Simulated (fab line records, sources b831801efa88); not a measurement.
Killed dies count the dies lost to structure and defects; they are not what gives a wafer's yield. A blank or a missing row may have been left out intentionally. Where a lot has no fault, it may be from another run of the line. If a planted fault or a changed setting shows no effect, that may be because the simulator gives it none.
Comparing a struck lot with a sound one | flow sky130 | 34 out of 708 route steps
Sound: the wafers L803.3, L803.4, L803.6. Wafers struck: L808.1, L808.5, L808.6. Last of all comes the cause.
At each step with rows: each side's tool, then ch and its chambers, then its first start. Under that, the readings that differ: sound wafers | struck wafers | difference of the means | sigmas: that difference in standard deviations of wafers without a fault.
alike: words and numbers the same on both sides, and readings whose means are apart by under 2 such deviations; not compared: readings that were withheld, readings missing a value for some wafer, numbers with overlapping values and no deviation given by the record, and bounds like >300 which may hide the same value.
A row with sigmas, a row that says differs or no value, or rows on one side alone: a step with any of these is where the two part. When numbers do not overlap yet have no deviation, they are printed without sigmas and do not part them. A reading that every wafer of one side lacks parts them only if that side has two wafers or more.

first, 7 steps without rows for these wafers: SKY_SONOS_TUNNEL_DEVELOP_06 (develop time 60 s); SKY_SONOS_TUNNEL_IMPLANT_09; SKY_SONOS_TUNNEL_WET_ETCH_10 (etches SiO2 in dHF, target depth 14 nm, time 280 s); SKY_SONOS_TUNNEL_STRIP_11 (strips in SPM, time 600 s); SKY_SONOS_TUNNEL_CLEAN_13 (cleans in dHF, time 20 s); SKY_SONOS_ONO_OXIDATION_00 (stabilise 600 s, purge 300 s, target thk 2.6 nm); SKY_SONOS_ONO_CVD_02 (deposits Si3N4 from DCS/NH3, target thk 10.5 nm, time 180 s).
SKY_SONOS_ONO_CVD_04: deposits SiO2 from SiH4/N2O, target thk 5.7199 nm.
  sound on lpcvd-03 ch 1, day 13 09:52; struck on lpcvd-03 ch 1, day 15 02:18
  reading                                    | sound             | struck            | difference | sigmas
  spike tc bottom C (C)                      | 925.5 924.5 925.8 | 948.4 950.0 950.2 | +24.3      | +9
  spike tc centre C (C)                      | 901.5 901.1 901.6 | 924.8 925.8 926.2 | +24.2      | +25
  spike tc lower C (C)                       | 902.9 901.7 903.8 | 927.0 926.3 927.5 | +24.1      | +15
  spike tc top C (C)                         | 907.9 908.0 909.8 | 933.2 932.5 935.6 | +25.2      | +15
  spike tc upper C (C)                       | 897.9 899.0 899.5 | 922.5 925.1 923.0 | +24.7      | +19
  susceptor temp C (C)                       | 899.4 899.7 899.8 | 923.9 924.1 923.7 | +24.3      | +59
  zone power bottom pct (%)                  | 27.4 27.9 27.4    | 29.1 28.9 29.0    | +1.4       | +4
  zone power centre pct (%)                  | 19.43 19.34 19.09 | 20.52 20.55 20.22 | +1.14      | +4
  zone power upper pct (%)                   | 15.05 15.35 14.89 | 16.28 15.99 16.21 | +1.06      | +5
  model.SiO2_of_SONOS_ONO_CVD_04.thk nm (nm) | 5.52 5.487 5.491  | 8.335 8.33 8.294  | +2.820     |
SKY_SONOS_ONO_THK_MEAS_05:
  sound: film metro-03 at day 13 11:08; struck: film metro-01 at day 15 03:33
  reading                   | sound          | struck         | difference | sigmas
  SONOS_ONO_CVD_04_THK (nm) | 5.53 5.46 5.51 | 8.41 8.31 8.31 | +2.84      | +26
then, 23 steps without rows for these wafers: SKY_SONOS_ONO_DEHYDRATE_06 (time 60 s); SKY_SONOS_ONO_HMDS_07 (prime time 60 s); SKY_SONOS_ONO_COAT_08 (resist thk 1140 nm); SKY_SONOS_ONO_SOFTBAKE_09 (time 60 s); SKY_SONOS_ONO_EXPOSE_10 (exposes mask ONOM, target cd 410 nm); SKY_SONOS_ONO_PEB_11; SKY_SONOS_ONO_DEVELOP_12 (develop time 60 s); SKY_SONOS_ONO_ETCH_15 (etches the open film in CHF3/O2, target depth 19.52 nm, time 7.8 s); SKY_SONOS_ONO_WET_ETCH_16 (etches SiO2 in dHF, target depth 14 nm, time 280 s); SKY_SONOS_ONO_STRIP_17 (strips in O2/N2); SKY_SONOS_ONO_WET_ETCH_18 (etches Si3N4 in H3PO4, target depth 15 nm, time 172 s); SKY_GATE_OXIDE_CLEAN_00 (cleans in SC1/SC2, time 150 s); SKY_GATE_OXIDE_OXIDATION_01 (stabilise 600 s, purge 300 s, target thk 10.268 nm); SKY_GATE_OXIDE_DEHYDRATE_03 (time 60 s); SKY_GATE_OXIDE_HMDS_04 (prime time 60 s); SKY_GATE_OXIDE_COAT_05 (resist thk 1140 nm); SKY_GATE_OXIDE_SOFTBAKE_06 (time 60 s); SKY_GATE_OXIDE_EXPOSE_07 (exposes mask LVOM, target cd 600 nm); SKY_GATE_OXIDE_PEB_08; SKY_GATE_OXIDE_DEVELOP_09 (develop time 60 s); SKY_GATE_OXIDE_IMPLANT_11; SKY_GATE_OXIDE_WET_ETCH_12 (etches SiO2 in dHF, target depth 16.8 nm, time 336 s); SKY_GATE_OXIDE_STRIP_13 (strips in O2/N2).
-- the record jumps here: 2 days lie between the struck wafers' starts before and after --
SKY_GATE_OXIDE_CLEAN_15: cleans in SC1/SC2, time 150 s.
  sound on wet bench-02 ch 2, day 15 22:00; struck on wet bench-02 ch 0, day 17 14:12
  reading                                    | sound             | struck            | difference | sigmas
  model.SiO2_of_SONOS_ONO_CVD_04.thk nm (nm) | 3.996 3.956 3.965 | 6.826 6.817 6.776 | +2.834     |
SKY_PAD_OPEN_PROBE_99:
  rows exist in the record for the sound wafers here (prober-01, day 47 08:47), none for the struck ones

## WHERE THEY PART
Last at SKY_PAD_OPEN_PROBE_99 as far as this record goes, first at SKY_SONOS_ONO_CVD_04.

WHY: what had been put in by the simulator
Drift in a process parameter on lpcvd-03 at SKY_SONOS_ONO_CVD_04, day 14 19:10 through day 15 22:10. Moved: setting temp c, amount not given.
